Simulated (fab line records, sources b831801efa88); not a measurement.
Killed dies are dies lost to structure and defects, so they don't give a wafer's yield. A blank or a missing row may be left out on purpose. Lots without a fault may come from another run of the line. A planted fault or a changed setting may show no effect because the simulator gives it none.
Chamber matching | flow gf180mcu | GF_V5_CVD_02 on pecvd-04: 3 sister chambers
The step deposits SiO2 from TEOS, target thk 1450 nm, time 163.28 s. 16 wafers are shown with their chamber, then 8 later ones without.

WAFERS WITH THEIR CHAMBER
wafer  | chamber | heater_power_w (W)
L078.1 | 1       | 665
L078.2 | 0       | 592
L078.5 | 0       | 466
L079.2 | 2       | 884
L079.5 | 1       | 640
L079.6 | 2       | 702
L081.3 | 1       | 805
L081.5 | 2       | 682
L081.6 | 1       | 641
L084.1 | 2       | 838
L084.2 | 1       | 724
L084.4 | 0       | 581
L085.1 | 1       | 672
L085.2 | 0       | 570
L085.3 | 2       | 709
L086.2 | 1       | 718

SIGNATURES (means of the wafers above)
reading        | chamber 0 | chamber 1 | chamber 2 | scatter within a chamber
heater_power_w | 552.25    | 695.00    | 763.00    | 70.4
Rule: a wafer's distance from a chamber is the root of the sum, over the readings, of the square of ((its reading less the chamber's mean) divided by the reading's scatter). The wafer belongs to the nearest chamber; if the next one is less than 2 further off, it can't be placed. The scatter: the root of (the sum of the squares of (reading less its chamber's mean) over the shown wafers, divided by (wafers less chambers)).

WAFERS WITHOUT THEIR CHAMBER
wafer  | heater_power_w (W)
L086.4 | 767
L086.6 | 696
L087.1 | 727
L087.3 | 831
L087.4 | 792
L097.1 | 746
L097.2 | 746
L097.5 | 629

WHICH CHAMBER EACH WENT THROUGH
wafer  | from the rows above          | in truth
L086.4 | can't be placed: 2 or 1      | 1
L086.6 | can't be placed: 1 or 2      | 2
L087.1 | can't be placed: 1 or 2      | 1
L087.3 | can't be placed: 2 or 1      | 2
L087.4 | can't be placed: 2 or 1      | 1
L097.1 | can't be placed: 2 or 1      | 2
L097.2 | can't be placed: 2 or 1      | 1
L097.5 | can't be placed: 1 or 0 or 2 | 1
Placed correctly: 0 of 8. Can't be placed from these rows: 8 (the true chamber is among the candidates in 8). Placed wrongly: 0.
